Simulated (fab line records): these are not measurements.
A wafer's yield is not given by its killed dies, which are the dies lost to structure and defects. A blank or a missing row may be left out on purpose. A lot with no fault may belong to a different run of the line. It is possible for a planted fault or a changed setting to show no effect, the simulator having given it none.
Chamber matching ; flow sky130 ; rieDiel-01 running SKY_VIA3_ETCH_15: 4 sister chambers
The step etches SiO2 in C4F8/O2/Ar, stops on TiN, target depth 507 nm, time 78 s. 7 wafers are shown with their chamber, then 9 later ones without.

WAFERS WITH THEIR CHAMBER
wafer;chamber;rfFwdPowerW (W);oesProductAu (a.u.)
L801.6;1;1496;0.949
L809.2;0;1492;0.941
L811.4;0;1498;0.942
L811.6;3;1498;0.945
L819.2;2;1488;0.949
L819.5;3;1495;0.950
L819.6;2;1493;0.945

WAFERS WHOSE CHAMBER IS MISSING
wafer;rfFwdPowerW (W);oesProductAu (a.u.)
L820.1;1491;0.936
L820.2;1488;0.943
L820.4;1492;0.948
L822.3;1492;0.942
L822.4;1482;0.938
L822.5;1485;0.937
L824.4;1490;0.953
L824.5;1487;0.948
L824.6;1492;0.947

WHICH CHAMBER EACH ONE RAN IN
wafer;from the rows above;in truth
L820.1;can't be placed: 0 or 2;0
L820.2;can't be placed: 2 or 0 or 3 or 1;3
L820.4;can't be placed: 2 or 1 or 3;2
L822.3;can't be placed: 0 or 2 or 3 or 1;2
L822.4;can't be placed: 0 or 2 or 3 or 1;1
L822.5;can't be placed: 0 or 2 or 3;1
L824.4;can't be placed: 2 or 1 or 3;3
L824.5;can't be placed: 2 or 1 or 3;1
L824.6;can't be placed: 2 or 3 or 1 or 0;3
Correct placement for 0 of the 9. Cannot be placed on the basis of these rows: 9; the candidates contain the true chamber in 8. 0 placed wrongly.
How it was worked out, from the rows above alone: a wafer's distance from a chamber is the root of the sum, over the readings, of the square of ((its reading less the chamber's mean) divided by the reading's scatter). The wafer belongs to the nearest chamber; if the next one is less than 2 further off, it can't be placed. Each chamber's mean is taken over the wafers shown for it. The scatter: take each reading less its chamber's mean, square it, sum over the shown wafers, divide by the number of wafers less the number of chambers, and take the root.
